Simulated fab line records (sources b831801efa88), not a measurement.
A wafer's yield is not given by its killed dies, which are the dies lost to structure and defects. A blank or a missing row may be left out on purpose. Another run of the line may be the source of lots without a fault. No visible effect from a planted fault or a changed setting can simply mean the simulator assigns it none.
Struck lot and sound lot, side by side || flow sky130 || 15 steps out of a route of 708
Sound: wafers L849.3, L849.4, L849.6. Struck: wafers L863.3, L863.4, L863.6. The cause is named last.
Order at every step that has rows: each side's tool, ch and its chambers, its first start. Under that, the readings that differ: sound wafers || struck wafers || difference of the means || sigmas: that difference in standard deviations of wafers without a fault.
alike: a reading whose means differ by less than 2 such deviations, as well as words and numbers matching on both sides. not compared: withheld readings; readings where some wafer has no value; bounds like >300 that might hide an equal value; numbers whose values overlap and for which the record gives no deviation.
A row with sigmas, a row that says differs or no value, or rows on one side alone: a step with any of these is where the two part. Numbers that have no deviation but don't overlap get no sigmas and don't part them. A reading that every wafer of one side lacks parts them only if that side has two wafers or more.

first, 1 step without rows for these wafers: SKY_LDD_HVP_IMPLANT_08.
SKY_LDD_HVP_STRIP_09: strips in O2/N2.
  sound on plasma_asher-04 ch 0,1, day 23 15:38; struck on plasma_asher-02 ch 0,1, day 28 05:04
  alike: chamber_pressure_mTorr, drypump_motor_current_A, oes_product_au, strip_time_to_endpoint_s
  not compared: rf_hours_counter_h
SKY_LDD_HVP_TW_MEAS_10:
  struck on film_metro-01, day 28 05:10; sound on film_metro-04, day 23 15:44
{"reading": "LDD_HVP_TW", "sound": "446.5 449.3 449.3", "struck": "461.1 456.9 461.2", "difference": "+11.4", "sigmas": "+4"}
then, 7 steps without rows for these wafers: SKY_LDD_LDN_DEHYDRATE_00 (time 60 s); SKY_LDD_LDN_HMDS_01 (prime time 60 s); SKY_LDD_LDN_COAT_02 (resist thk 1140 nm); SKY_LDD_LDN_SOFTBAKE_03 (time 60 s); SKY_LDD_LDN_EXPOSE_04 (exposes mask LDNTM, target cd 700 nm); SKY_LDD_LDN_PEB_05; SKY_LDD_LDN_DEVELOP_06 (develop time 60 s).
SKY_LDD_LDN_OVL_MEAS_07:
  struck on overlay-01, day 29 09:19; sound on overlay-02, day 24 20:37
  alike: LDD_LDN_OVL
following that, these wafers have no rows for 1 step: SKY_LDD_LDN_IMPLANT_08.
SKY_LDD_LDN_IMPLANT_09:
  sound on implanter-04 ch 0, day 24 20:51; struck on implanter-02 ch 0, day 29 09:32
{"reading": "dose_ions_cm2", "sound": "1.2484e+13 1.249e+13 1.25e+13", "struck": "1.7894e+13 1.7868e+13 1.7885e+13", "difference": "+5.3910e+12", "sigmas": "+99 or more"}
{"reading": "faraday_current_uA", "sound": "70.1 72.4 71.4", "struck": "103.7 100.6 98.9", "difference": "+29.8", "sigmas": "+21"}
  alike: end_station_pressure_torr
following that, these wafers have no rows for 1 step: SKY_LDD_LDN_IMPLANT_10.
-- here the record skips 21 days between the struck wafers' starts before and after, leaving off in module LDD_LDN and picking up in module PAD_OPEN (first step shown: number 708 of the route) --
SKY_PAD_OPEN_PROBE_99:
  struck on prober-02, day 50 02:16; sound on prober-02, day 47 04:32
{"reading": "killed_at_other", "sound": "5 2 2", "struck": "0 0 1", "difference": -3, "sigmas": -3}
{"reading": "model.etest.tip_sonos.rs_ohm_sq", "sound": "2424 2395 2424", "struck": "2360 2359 2366", "difference": -53, "sigmas": ""}
  alike: killed_at_M0_to_M3, killed_at_M4_up, killed_at_contacts, killed_at_front_end, killed_dies, killed_open, killed_short

== WHERE THEY PART ==
At SKY_LDD_HVP_TW_MEAS_10 first; at SKY_PAD_OPEN_PROBE_99 last (within this record only).

WHY: the cause the simulator had injected
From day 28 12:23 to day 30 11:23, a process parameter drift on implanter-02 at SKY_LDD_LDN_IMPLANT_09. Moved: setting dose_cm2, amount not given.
